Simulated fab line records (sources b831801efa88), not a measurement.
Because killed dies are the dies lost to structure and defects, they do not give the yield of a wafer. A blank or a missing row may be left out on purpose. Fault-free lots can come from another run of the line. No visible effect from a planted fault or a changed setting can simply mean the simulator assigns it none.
Which of the tools did it? :: flow sky130 :: route of 708 steps, sampled at 1 step: 12 lots, 36 wafers

== WHAT THE GAUGES READ, wafer by wafer ==
SKY_POLY_CUT_OVL_MEAS_09.
lot: L075
measured: day 24 13:15
on: overlay-01
POLY_CUT_OVL (nm): 3 1 -7

lot: L077
measured: day 25 15:08
on: overlay-01
POLY_CUT_OVL (nm): 7 12 13

lot: L078
measured: day 25 23:29
on: overlay-01
POLY_CUT_OVL (nm): 1 2 2

lot: L081
measured: day 26 21:32
on: overlay-01
POLY_CUT_OVL (nm): -1 6 -2

lot: L083
measured: day 28 03:50
on: overlay-01
POLY_CUT_OVL (nm): 6 4 -3

lot: L084
measured: day 28 09:01
on: overlay-01
POLY_CUT_OVL (nm): -2 1 3

lot: L087
measured: day 29 02:08
on: overlay-02
POLY_CUT_OVL (nm): -7 -11 -12

lot: L090
measured: day 30 10:22
on: overlay-01
POLY_CUT_OVL (nm): 5 7 -2

lot: L091
measured: day 30 11:28
on: overlay-02
POLY_CUT_OVL (nm): 5 -3 2

lot: L093
measured: day 31 11:16
on: overlay-01
POLY_CUT_OVL (nm): 1 -10 -8

lot: L095
measured: day 31 16:22
on: overlay-02
POLY_CUT_OVL (nm): 2 8 5

lot: L097
measured: day 31 21:14
on: overlay-01
POLY_CUT_OVL (nm): -1 -11 -5

== WHAT TOOL EACH LOT RAN ON (gives the tool, then ch and the chambers of the sampled wafers, and finally the start) ==
No process step before these readings appears in the record.

== THE ANSWER, worked out from the rows above alone ==
Rule: usual is defined by the lots themselves. The widest of any qualifying gaps counts: lots, ordered by their means at a reading, are off when they make up no more than a third of the lots, leave a main group of 4 or more, and stand apart from it by 3 or more times the standard deviation of that group's means. The tables above print the reading to a certain number of digits; a main group whose means all agree to those digits is not used. Also off: a lot with no number at a reading for which 4 or more lots have one. All remaining lots with rows at the step are treated as sound.
No lot is off on any of the readings shown, so nothing can be concluded from this.

== WHAT WAS PUT IN BY THE SIMULATOR ==
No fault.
